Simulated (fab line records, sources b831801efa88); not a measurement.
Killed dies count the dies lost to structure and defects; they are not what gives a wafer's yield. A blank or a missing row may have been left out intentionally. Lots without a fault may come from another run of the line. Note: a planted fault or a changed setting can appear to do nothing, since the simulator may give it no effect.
What tool caused it? | flow gf180mcu | Sampling: 6 lots, 18 wafers, 2 of 602 route steps

## WHAT THE GAUGES SHOWED, per wafer
GF_V3_OVL_MEAS_15.
lot  | measured     | on         | V3_OVL (nm)
L282 | day 23 15:29 | overlay-02 | 4 2 2
L284 | day 24 01:26 | overlay-02 | -11 -4 0
L290 | day 25 22:59 | overlay-02 | 3 1 2
L294 | day 27 07:26 | overlay-02 | -4 -4 -6
L298 | day 28 19:04 | overlay-01 | -2 4 1
L300 | day 29 03:43 | overlay-02 | -7 -10 -8

## TOOL THAT RAN EACH LOT (tool first, then ch and the chambers of the sampled wafers, then the start)
lot  | GF_M3_SOFTBAKE_10
L282 | litho track-02 ch 0, day 22 03:43
L284 | litho track-01 ch 0, day 22 13:36
L290 | litho track-03 ch 0, day 24 12:40
L294 | litho track-02 ch 0, day 25 22:55
L298 | litho track-02 ch 0, day 27 12:26
L300 | litho track-01 ch 0, day 27 21:26
- GF_M3_SOFTBAKE_10: time 60 s.

## THE ANSWER, worked out from the rows above alone
Rule: the usual values come from the lots themselves. The widest of any qualifying gaps counts: lots, ordered by their means at a reading, are off when they make up no more than a third of the lots, leave a main group of 4 or more, and stand apart from it by 3 or more times the standard deviation of that group's means. A main group whose means are all the same, to the digits that the tables above print for the reading, isn't used. A lot without any number at a reading at which 4 lots or more have one is off too. Any other lot the step has rows for is counted as sound.
No lot is off on any of the readings shown, so nothing can be concluded from this.

## WHAT THE SIMULATOR PUT IN
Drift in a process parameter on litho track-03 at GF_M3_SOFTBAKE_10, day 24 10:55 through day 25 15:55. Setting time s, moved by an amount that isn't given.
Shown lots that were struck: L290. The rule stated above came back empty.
